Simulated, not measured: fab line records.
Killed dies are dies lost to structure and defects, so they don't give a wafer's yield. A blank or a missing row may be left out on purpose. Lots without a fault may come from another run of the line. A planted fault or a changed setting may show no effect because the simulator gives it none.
fab line records	flow sky130	part 1 of 2: steps 1 to 26 of 35
record: lots: 5	wafers: 15	lastDay: 50
route steps=708 shown VIA1@476 METAL2@483 VIA2@507
lots untouched by any fault: they come from a run of this same line in which no faults occurred
startH: start of the lot's first displayed wafer, in hours after the record's first day	waitH: hours since the lot's step before	" same as the row above	L1.1+2: a single row standing in for several wafers	- no value, or no start given	* or withheld: withheld	< > ~ a bound
route shown NAME@n: names a module that has steps shown in the file, with the first one's number in the route	usual: average and standard deviation across the fault-free wafers	same: alike in all rows	chamber/n: place in a boat	sites: per-site readings	_std_site: standard deviation of those values	_edge_site: inner sites' mean taken away from outer sites' mean	radiusMm: how far each site lies from the wafer's centre	mask NAME#n: copy n	behind: tool/chamber where the wafer was last shaped	hold: why the lot went on hold/how many hours it stayed there/how the hold came to an end	device: whichever transistor did not switch (one of n, p or np)	end of line: the same wafers' tests at the end of the route	where a step has no rows: the recipe by itself	killed: count of dies lost to structure and defects at first sort (not the wafer's yield)	map: a wafer's dies, x killed, . not, _ none there
set.NAME: the run value of the setting; set.NAME@STEP: its run value at that earlier step	model.NAME: the simulator's own value behind a step, which no gauge read
lots seen at some steps along the route; tables by step, rows by wafer
services: the hour from which a tool's chamber was out of use, counted from the record's first day as startH (under 0 if before that day), plus the number of hours and why
== steps ==
step: SKY_VIA1_CLEAN_18
recipe: chemistry: IPA	timeS: 180	tempC: 25
lot.wafer	tool	chamber	startH	waitH
L082.1+4+5	wetBench-04	2	862.00	0.0
L087.2+3+6	wetBench-03	0	905.90	0.0
L088.3+4+5	wetBench-04	3	906.35	0.0
L090.2+3+6	wetBench-03	1	923.81	0.0
L096.2+3+5	wetBench-01	0	965.94	0.0
step: SKY_VIA1_CLEAN_19
recipe: chemistry: O3/DIW	dry: n2Spin
lot.wafer	tool	chamber	startH	waitH
L082.1+4+5	wetBench-03	2	862.06	0.0
L087.2+3+6	wetBench-04	3	905.96	0.0
L088.3+4+5	wetBench-01	3	906.41	0.0
L090.2+3+6	wetBench-04	2	923.86	0.0
L096.2+3+5	wetBench-01	2	966.00	0.0
step: SKY_VIA1_SPUTTER_20
recipe: material: TiN	targetThkNm: 20	chamberPressurePa: 5	powerW: 4000	timeS: 80
usual: throttleValvePct: 29.9/1.1
lot.wafer	tool	chamber	startH	waitH	throttleValvePct
L082.1	pvdSputter-01	-	862.15	0.0	31.4
L082.4	"	-	"	"	29.5
L082.5	"	-	"	"	28.1
L087.2	pvdSputter-03	-	906.05	0.0	29.2
L087.3	"	-	"	"	28.8
L087.6	"	-	"	"	29.5
L088.3	pvdSputter-04	-	906.51	0.0	30.1
L088.4	"	-	"	"	32.0
L088.5	"	-	"	"	31.8
L090.2	pvdSputter-04	-	923.96	0.0	29.9
L090.3	"	-	"	"	29.3
L090.6	"	-	"	"	29.7
L096.2	pvdSputter-01	-	966.10	0.0	29.4
L096.3	"	-	"	"	29.4
L096.5	"	-	"	"	29.2
step: SKY_VIA1_CVD_21
recipe: material: W	targetThkNm: 270	timeS: 80.902	tempC: 400	pressureTorr: 40
usual: heaterPowerW: 872/53
lot.wafer	tool	chamber	startH	waitH	heaterPowerW
L082.1	cvdW-01	1	862.21	0.0	941
L082.4	"	0	"	"	846
L082.5	"	0	"	"	856
L087.2	cvdW-01	1	906.17	0.1	923
L087.3	"	1	"	"	935
L087.6	"	1	"	"	912
L088.3	cvdW-01	1	906.60	0.1	939
L088.4	"	0	"	"	835
L088.5	"	0	"	"	860
L090.2	cvdW-02	1	924.02	0.0	834
L090.3	"	1	"	"	801
L090.6	"	0	"	"	758
L096.2	cvdW-02	1	966.16	0.0	840
L096.3	"	1	"	"	853
L096.5	"	0	"	"	787
step: SKY_VIA1_RS_MEAS_22
recipe: thkMeasGauge: four-point-probe	reads: W_of_VIA1_CVD_21+TiN_of_VIA1_SPUTTER_20
usual: VIA1_W_RS: 0.428/0.0041
lot.wafer	tool	chamber	startH	waitH	VIA1_W_RS[ohm/sq]
L082.1	filmMetro-02	-	862.30	0.1	0.429
L082.4	"	-	"	"	0.433
L082.5	"	-	"	"	0.434
L087.2	filmMetro-02	-	906.29	0.1	0.424
L087.3	"	-	"	"	0.433
L087.6	"	-	"	"	0.425
L088.3	filmMetro-02	-	906.70	0.1	0.420
L088.4	"	-	"	"	0.426
L088.5	"	-	"	"	0.431
L090.2	filmMetro-03	-	924.13	0.1	0.426
L090.3	"	-	"	"	0.428
L090.6	"	-	"	"	0.427
L096.2	filmMetro-02	-	966.27	0.1	0.427
L096.3	"	-	"	"	0.429
L096.5	"	-	"	"	0.428
step: SKY_VIA1_THK_MEAS_23
recipe: thkMeasGauge: xrf	reads: W_of_VIA1_CVD_21
usual: VIA1_W_THK: 274/3.4
lot.wafer	tool	chamber	startH	waitH	VIA1_W_THK[nm]
L082.1	filmMetro-02	-	862.42	0.1	274
L082.4	"	-	"	"	273
L082.5	"	-	"	"	272
L087.2	filmMetro-02	-	906.40	0.1	276
L087.3	"	-	"	"	272
L087.6	"	-	"	"	276
L088.3	filmMetro-02	-	906.80	0.1	279
L088.4	"	-	"	"	275
L088.5	"	-	"	"	271
L090.2	filmMetro-03	-	924.24	0.1	270
L090.3	"	-	"	"	268
L090.6	"	-	"	"	271
L096.2	filmMetro-02	-	966.38	0.1	279
L096.3	"	-	"	"	274
L096.5	"	-	"	"	276
step: SKY_VIA1_CMP_24
recipe: stopOn: SiO2	tOverpolishS: 15	downForcePsi: 3.5	platenRpm: 60	targetThkNm: 0	padVelocityMS: 0.94248
usual: motorCurrentA: 11.2/1.4	overpolishRunS: 15.000/0.0096	slurryFilterDpKPa: 13.51/0.14	timeToEndpointS: 67.1/2.9
lot.wafer	tool	chamber	startH	waitH	motorCurrentA	overpolishRunS	slurryFilterDpKPa	timeToEndpointS
L082.4	cmp-02	2	862.48	0.0	9.8	14.988	13.35	71.1
L082.1	"	3	"	"	11.4	14.991	13.63	67.2
L082.5	"	3	"	"	11.9	15.016	13.26	66.3
L087.2	cmp-01	0	906.45	0.0	12.3	14.998	13.59	64.7
L087.3	"	2	"	"	12.5	15.006	13.44	69.6
L087.6	"	0	"	"	11.8	15.007	13.79	63.1
L088.3	cmp-01	1	906.84	0.0	11.6	15.001	13.64	64.2
L088.4	"	3	"	"	11.6	14.993	13.52	64.5
L088.5	"	1	"	"	11.4	15.009	13.63	61.6
L090.2	cmp-01	0	924.39	0.1	12.1	15.015	13.42	63.7
L090.3	"	1	"	"	10.6	14.997	13.37	65.4
L090.6	"	3	"	"	11.5	14.976	13.56	69.6
L096.2	cmp-02	2	966.48	0.1	9.4	15.022	13.62	71.4
L096.3	"	3	"	"	11.3	14.997	13.62	62.6
L096.5	"	2	"	"	9.3	15.002	13.60	69.5
step: SKY_METAL2_SPUTTER_00
recipe: material: Ti	targetThkNm: 15	powerW: 3000	timeS: 10	chamberPressurePa: 0.4
usual: throttleValvePct: 30.1/1
lot.wafer	tool	chamber	startH	waitH	throttleValvePct
L082.1	pvdSputter-02	-	862.78	0.2	29.5
L082.4	"	-	"	"	29.7
L082.5	"	-	"	"	29.0
L087.2	pvdSputter-04	-	906.75	0.2	30.4
L087.3	"	-	"	"	29.4
L087.6	"	-	"	"	31.4
L088.3	pvdSputter-04	-	907.14	0.2	32.0
L088.4	"	-	"	"	29.0
L088.5	"	-	"	"	31.8
L090.2	pvdSputter-04	-	924.59	0.1	30.4
L090.3	"	-	"	"	30.0
L090.6	"	-	"	"	29.4
L096.2	pvdSputter-02	-	966.73	0.2	31.2
L096.3	"	-	"	"	29.7
L096.5	"	-	"	"	31.5
step: SKY_METAL2_SPUTTER_01
recipe: material: TiN	targetThkNm: 20	powerW: 6500	timeS: 16.7	chamberPressurePa: 0.4
usual: throttleValvePct: 30.1/1
lot.wafer	tool	chamber	startH	waitH	throttleValvePct
L082.1	pvdSputter-02	-	862.81	0.0	29.3
L082.4	"	-	"	"	29.7
L082.5	"	-	"	"	29.1
L087.2	pvdSputter-04	-	906.77	0.0	30.3
L087.3	"	-	"	"	29.1
L087.6	"	-	"	"	31.9
L088.3	pvdSputter-04	-	907.17	0.0	32.0
L088.4	"	-	"	"	29.5
L088.5	"	-	"	"	32.0
L090.2	pvdSputter-04	-	924.61	0.0	30.2
L090.3	"	-	"	"	29.8
L090.6	"	-	"	"	29.2
L096.2	pvdSputter-02	-	966.76	0.0	31.2
L096.3	"	-	"	"	30.0
L096.5	"	-	"	"	31.4
step: SKY_METAL2_SPUTTER_02
recipe: material: AlCu	targetThkNm: 250	powerW: 10600	timeS: 13.3	chamberPressurePa: 0.4
usual: throttleValvePct: 30.1/1
lot.wafer	tool	chamber	startH	waitH	throttleValvePct
L082.1	pvdSputter-02	-	862.83	0.0	29.4
L082.4	"	-	"	"	29.8
L082.5	"	-	"	"	28.9
L087.2	pvdSputter-04	-	906.79	0.0	30.1
L087.3	"	-	"	"	29.3
L087.6	"	-	"	"	31.9
L088.3	pvdSputter-04	-	907.19	0.0	31.9
L088.4	"	-	"	"	29.1
L088.5	"	-	"	"	31.5
L090.2	pvdSputter-04	-	924.64	0.0	30.6
L090.3	"	-	"	"	29.8
L090.6	"	-	"	"	29.3
L096.2	pvdSputter-02	-	966.78	0.0	31.2
L096.3	"	-	"	"	29.7
L096.5	"	-	"	"	31.4
step: SKY_METAL2_SPUTTER_03
recipe: material: Ti	targetThkNm: 5	powerW: 3000	timeS: 3.3	chamberPressurePa: 0.4
usual: throttleValvePct: 30.1/1
lot.wafer	tool	chamber	startH	waitH	throttleValvePct
L082.1	pvdSputter-02	-	862.86	0.0	29.4
L082.4	"	-	"	"	29.9
L082.5	"	-	"	"	29.2
L087.2	pvdSputter-04	-	906.82	0.0	30.6
L087.3	"	-	"	"	29.2
L087.6	"	-	"	"	31.8
L088.3	pvdSputter-04	-	907.22	0.0	31.7
L088.4	"	-	"	"	29.1
L088.5	"	-	"	"	32.0
L090.2	pvdSputter-04	-	924.66	0.0	30.1
L090.3	"	-	"	"	30.1
L090.6	"	-	"	"	29.1
L096.2	pvdSputter-02	-	966.81	0.0	31.4
L096.3	"	-	"	"	29.9
L096.5	"	-	"	"	31.1
step: SKY_METAL2_SPUTTER_04
recipe: material: TiN	targetThkNm: 70	powerW: 6500	timeS: 58.3	chamberPressurePa: 0.4
usual: throttleValvePct: 30.1/1
lot.wafer	tool	chamber	startH	waitH	throttleValvePct
L082.1	pvdSputter-02	-	862.87	0.0	29.4
L082.4	"	-	"	"	30.0
L082.5	"	-	"	"	29.3
L087.2	pvdSputter-04	-	906.84	0.0	30.2
L087.3	"	-	"	"	29.1
L087.6	"	-	"	"	32.1
L088.3	pvdSputter-04	-	907.23	0.0	31.9
L088.4	"	-	"	"	29.3
L088.5	"	-	"	"	31.9
L090.2	pvdSputter-04	-	924.68	0.0	30.3
L090.3	"	-	"	"	29.9
L090.6	"	-	"	"	29.4
L096.2	pvdSputter-02	-	966.82	0.0	31.1
L096.3	"	-	"	"	29.9
L096.5	"	-	"	"	31.4
step: SKY_METAL2_RS_MEAS_05
recipe: thkMeasGauge: four-point-probe	reads: TiN_of_METAL2_SPUTTER_04+Ti_of_METAL2_SPUTTER_03+AlCu_of_METAL2_SPUTTER_02+TiN_of_METAL2_SPUTTER_01+Ti_of_METAL2_SPUTTER_00
usual: METAL2_ALCU_RS: 0.1274/0.0015
lot.wafer	tool	chamber	startH	waitH	METAL2_ALCU_RS[ohm/sq]
L082.1	filmMetro-04	-	862.92	0.0	0.1298
L082.4	"	-	"	"	0.1294
L082.5	"	-	"	"	0.1307
L087.2	filmMetro-02	-	906.91	0.0	0.1277
L087.3	"	-	"	"	0.1276
L087.6	"	-	"	"	0.1263
L088.3	filmMetro-04	-	907.32	0.1	0.1273
L088.4	"	-	"	"	0.1285
L088.5	"	-	"	"	0.1258
L090.2	filmMetro-04	-	924.75	0.0	0.1281
L090.3	"	-	"	"	0.1273
L090.6	"	-	"	"	0.1289
L096.2	filmMetro-02	-	966.89	0.0	0.1318
L096.3	"	-	"	"	0.1302
L096.5	"	-	"	"	0.1314
step: SKY_METAL2_THK_MEAS_06
recipe: thkMeasGauge: xrf	reads: AlCu_of_METAL2_SPUTTER_02
usual: METAL2_ALCU_THK: 251/3
lot.wafer	tool	chamber	startH	waitH	METAL2_ALCU_THK[nm]
L082.1	filmMetro-04	-	863.04	0.1	244
L082.4	"	-	"	"	246
L082.5	"	-	"	"	244
L087.2	filmMetro-02	-	907.02	0.1	251
L087.3	"	-	"	"	251
L087.6	"	-	"	"	255
L088.3	filmMetro-04	-	907.42	0.1	250
L088.4	"	-	"	"	247
L088.5	"	-	"	"	252
L090.2	filmMetro-04	-	924.86	0.1	249
L090.3	"	-	"	"	250
L090.6	"	-	"	"	248
L096.2	filmMetro-02	-	967.00	0.1	243
L096.3	"	-	"	"	247
L096.5	"	-	"	"	244
step: SKY_METAL2_DEHYDRATE_07
recipe: tempC: 200	timeS: 60
usual: resistLineTempC: 23.00/0.12
lot.wafer	tool	chamber	startH	waitH	resistLineTempC
L082.1	lithoTrack-04	0	875.45	12.4	22.99
L082.4	"	0	"	"	23.06
L082.5	"	0	"	"	22.99
L087.2	lithoTrack-03	0	918.89	11.9	23.07
L087.3	"	0	"	"	22.97
L087.6	"	0	"	"	22.93
L088.3	lithoTrack-03	0	919.72	12.3	22.83
L088.4	"	0	"	"	22.93
L088.5	"	0	"	"	23.07
L090.2	lithoTrack-03	0	937.79	12.9	23.29
L090.3	"	0	"	"	23.21
L090.6	"	0	"	"	23.14
L096.2	lithoTrack-04	0	977.98	11.0	22.92
L096.3	"	0	"	"	22.83
L096.5	"	0	"	"	22.98
step: SKY_METAL2_HMDS_08
recipe: primeTimeS: 60	primeTempC: 120
usual: primeTempC: 120.02/0.11	resistLineTempC: 23.02/0.12
lot.wafer	tool	chamber	startH	waitH	primeTempC	resistLineTempC
L082.1	lithoTrack-04	0	875.60	0.1	120.07	22.95
L082.4	"	0	"	"	120.19	22.97
L082.5	"	0	"	"	120.01	22.96
L087.2	lithoTrack-03	0	919.04	0.1	119.99	23.08
L087.3	"	0	"	"	120.09	23.28
L087.6	"	0	"	"	120.00	22.98
L088.3	lithoTrack-03	0	919.87	0.1	120.00	23.04
L088.4	"	0	"	"	120.16	22.87
L088.5	"	0	"	"	119.95	23.18
L090.2	lithoTrack-03	0	937.94	0.1	119.89	22.89
L090.3	"	0	"	"	119.93	23.05
L090.6	"	0	"	"	120.05	23.01
L096.2	lithoTrack-04	0	978.13	0.1	120.05	22.87
L096.3	"	0	"	"	120.05	22.82
L096.5	"	0	"	"	119.89	22.84
step: SKY_METAL2_COAT_09
recipe: resist: BARC	tempC: withheld	timeS: withheld	spinRpm: 3000	resistThkNm: 60
usual: dispensePressureKPa: 52.7/2	resistLineTempC: *
lot.wafer	tool	chamber	startH	waitH	dispensePressureKPa	resistLineTempC
L082.1	lithoTrack-04	0	875.75	0.1	50.1	*
L082.4	"	0	"	"	50.1	*
L082.5	"	0	"	"	50.1	*
L087.2	lithoTrack-03	0	919.19	0.1	53.9	*
L087.3	"	0	"	"	53.9	*
L087.6	"	0	"	"	53.8	*
L088.3	lithoTrack-03	0	920.02	0.1	53.8	*
L088.4	"	0	"	"	53.9	*
L088.5	"	0	"	"	53.8	*
L090.2	lithoTrack-03	0	938.09	0.1	53.9	*
L090.3	"	0	"	"	53.9	*
L090.6	"	0	"	"	53.9	*
L096.2	lithoTrack-04	0	978.28	0.1	50.1	*
L096.3	"	0	"	"	50.1	*
L096.5	"	0	"	"	50.1	*
step: SKY_METAL2_COAT_10
recipe: resist: KrF-thick	spinRpm: 3000	resistThkNm: 450
usual: dispensePressureKPa: 52.7/2	resistLineTempC: 22.98/0.1
lot.wafer	tool	chamber	startH	waitH	dispensePressureKPa	resistLineTempC
L082.1	lithoTrack-04	0	-	-	50.1	22.99
L082.4	"	0	"	"	50.1	23.02
L082.5	"	0	"	"	50.1	23.02
L087.2	lithoTrack-03	0	-	-	53.9	22.91
L087.3	"	0	"	"	53.9	23.05
L087.6	"	0	"	"	53.9	22.93
L088.3	lithoTrack-03	0	-	-	53.8	22.86
L088.4	"	0	"	"	53.8	23.05
L088.5	"	0	"	"	53.9	22.93
L090.2	lithoTrack-03	0	-	-	53.9	23.09
L090.3	"	0	"	"	53.9	23.03
L090.6	"	0	"	"	53.8	23.14
L096.2	lithoTrack-04	0	-	-	50.1	22.80
L096.3	"	0	"	"	50.1	22.95
L096.5	"	0	"	"	50.1	22.74
step: SKY_METAL2_SOFTBAKE_11
recipe: tempC: 100	timeS: 90	resist: KrF-thick
usual: resistLineTempC: 23.02/0.099
lot.wafer	tool	chamber	startH	waitH	resistLineTempC
L082.1	lithoTrack-04	0	-	-	22.95
L082.4	"	0	"	"	23.11
L082.5	"	0	"	"	22.96
L087.2	lithoTrack-03	0	-	-	23.04
L087.3	"	0	"	"	23.10
L087.6	"	0	"	"	23.06
L088.3	lithoTrack-03	0	-	-	22.99
L088.4	"	0	"	"	22.95
L088.5	"	0	"	"	23.10
L090.2	lithoTrack-03	0	-	-	23.10
L090.3	"	0	"	"	23.06
L090.6	"	0	"	"	23.05
L096.2	lithoTrack-04	0	-	-	23.03
L096.3	"	0	"	"	23.13
L096.5	"	0	"	"	23.07
step: SKY_METAL2_EXPOSE_12
recipe: maskId: MM2	na: 0.8	sourceShape: annular	sigmaInner: 0.55	sigmaOuter: 0.85	targetCdNm: 140	doseMj: 28
same: na: 0.8
lot.wafer	tool	chamber	startH	waitH	mask
L082.1+4+5	krfScanner-02	0	-	-	MM2#0
L087.2+3+6	krfScanner-02	0	-	-	MM2#0
L088.3+4+5	krfScanner-01	0	-	-	MM2#0
L090.2+3+6	krfScanner-01	0	-	-	MM2#0
L096.2+3+5	krfScanner-02	0	-	-	MM2#0
step: SKY_METAL2_PEB_13
recipe: pebTempC: withheld	pebTimeS: withheld	resist: KrF-thick
usual: resistLineTempC: *
lot.wafer	tool	chamber	startH	waitH	resistLineTempC
L082.1	lithoTrack-02	0	-	-	*
L082.4	"	0	"	"	*
L082.5	"	0	"	"	*
L087.2	lithoTrack-03	0	-	-	*
L087.3	"	0	"	"	*
L087.6	"	0	"	"	*
L088.3	lithoTrack-02	0	-	-	*
L088.4	"	0	"	"	*
L088.5	"	0	"	"	*
L090.2	lithoTrack-03	0	-	-	*
L090.3	"	0	"	"	*
L090.6	"	0	"	"	*
L096.2	lithoTrack-02	0	-	-	*
L096.3	"	0	"	"	*
L096.5	"	0	"	"	*
step: SKY_METAL2_DEVELOP_14
recipe: developTimeS: 60	resist: KrF-thick	devTempC: 21
usual: resistLineTempC: 22.99/0.11
lot.wafer	tool	chamber	startH	waitH	resistLineTempC
L082.1	lithoTrack-02	0	-	-	22.87
L082.4	"	0	"	"	22.84
L082.5	"	0	"	"	22.92
L087.2	lithoTrack-03	0	-	-	22.87
L087.3	"	0	"	"	22.98
L087.6	"	0	"	"	23.02
L088.3	lithoTrack-02	0	-	-	23.01
L088.4	"	0	"	"	23.02
L088.5	"	0	"	"	22.87
L090.2	lithoTrack-03	0	-	-	22.93
L090.3	"	0	"	"	22.93
L090.6	"	0	"	"	22.96
L096.2	lithoTrack-02	0	-	-	22.91
L096.3	"	0	"	"	22.92
L096.5	"	0	"	"	22.95
step: SKY_METAL2_CD_MEAS_15
recipe: targetCdNm: 140
usual: cdNm: 140.2/1.3
lot.wafer	tool	chamber	startH	waitH	cdNm
L082.1	cdSem-01	-	889.17	-	140.3
L082.4	"	-	"	"	141.5
L082.5	"	-	"	"	141.0
L087.2	cdSem-02	-	932.64	-	139.1
L087.3	"	-	"	"	139.6
L087.6	"	-	"	"	139.1
L088.3	cdSem-01	-	933.05	-	141.3
L088.4	"	-	"	"	142.0
L088.5	"	-	"	"	140.8
L090.2	cdSem-01	-	950.49	-	139.3
L090.3	"	-	"	"	139.8
L090.6	"	-	"	"	139.4
L096.2	cdSem-02	-	991.49	-	140.6
L096.3	"	-	"	"	140.5
L096.5	"	-	"	"	141.0
step: SKY_METAL2_OVL_MEAS_16
usual: METAL2_OVL: 1/4.6
lot.wafer	tool	chamber	startH	waitH	METAL2_OVL[nm]
L082.1	overlay-01	-	889.29	0.1	5
L082.4	"	-	"	"	-1
L082.5	"	-	"	"	3
L087.2	overlay-01	-	932.74	0.1	5
L087.3	"	-	"	"	9
L087.6	"	-	"	"	9
L088.3	overlay-02	-	933.15	0.1	4
L088.4	"	-	"	"	1
L088.5	"	-	"	"	0
L090.2	overlay-01	-	950.59	0.1	-3
L090.3	"	-	"	"	-1
L090.6	"	-	"	"	-4
L096.2	overlay-01	-	991.59	0.1	2
L096.3	"	-	"	"	-2
L096.5	"	-	"	"	0
step: SKY_METAL2_DESCUM_17
recipe: chemistry: O2	sourcePowerW: 150	biasPowerW: 0	pressureMtorr: 10	tempC: 40	timeS: 8
usual: drypumpMotorCurrentA: 5.9/0.43	oesProductAu: 0.993/0.015
lot.wafer	tool	chamber	startH	waitH	drypumpMotorCurrentA	oesProductAu	rfHoursCounterH
L082.1	rieMetal-04	1	889.33	0.0	5.6	0.993	10
L082.4	"	0	"	"	6.1	0.962	-
L082.5	"	0	"	"	6.1	0.967	-
L087.2	rieMetal-04	0	932.77	0.0	6.1	0.965	10
L087.3	"	1	"	"	5.6	0.987	-
L087.6	"	0	"	"	6.1	0.967	-
L088.3	rieMetal-01	0	933.18	0.0	6.6	1.007	-
L088.4	"	1	"	"	5.3	0.999	-
L088.5	"	1	"	"	5.3	0.983	-
L090.2	rieMetal-04	1	950.62	0.0	5.6	0.997	13
L090.3	"	1	"	"	5.6	1.000	-
L090.6	"	1	"	"	5.6	0.993	-
L096.2	rieMetal-04	0	991.62	0.0	6.1	0.972	13
L096.3	"	0	"	"	6.1	0.983	-
L096.5	"	1	"	"	5.6	1.007	-
step: SKY_METAL2_ETCH_18
recipe: chemistry: N2/H2	target: BARC	ionEnergyEv: 200	biasW: 100	pressureMtorr: 30	n2FlowSccm: 100	h2FlowSccm: 200	icpW: 500	stopOn: SiO2	timeS: 45.9	targetDepthA: 600
usual: drypumpMotorCurrentA: 5.9/0.42	oesProductAu: 0.854/0.0043	throttleValvePct: 13.226/0.0099
lot.wafer	tool	chamber	startH	waitH	drypumpMotorCurrentA	oesProductAu	rfHoursCounterH	throttleValvePct
L082.1	rieMetal-04	1	889.36	0.0	5.6	0.850	10	13.207
L082.4	"	0	"	"	6.1	0.854	-	13.210
L082.5	"	0	"	"	6.1	0.853	-	13.211
L087.2	rieMetal-04	0	932.81	0.0	6.2	0.859	10	13.239
L087.3	"	1	"	"	5.6	0.849	-	13.214
L087.6	"	0	"	"	6.1	0.847	-	13.220
L088.3	rieMetal-01	0	933.22	0.0	6.6	0.852	-	13.219
L088.4	"	1	"	"	5.3	0.860	-	13.206
L088.5	"	1	"	"	5.3	0.853	-	13.222
L090.2	rieMetal-04	1	950.66	0.0	5.6	0.865	13	13.236
L090.3	"	1	"	"	5.6	0.848	-	13.226
L090.6	"	1	"	"	5.6	0.854	-	13.231
L096.2	rieMetal-04	0	991.65	0.0	6.1	0.859	13	13.223
L096.3	"	0	"	"	6.1	0.851	-	13.243
L096.5	"	1	"	"	5.6	0.849	-	13.243
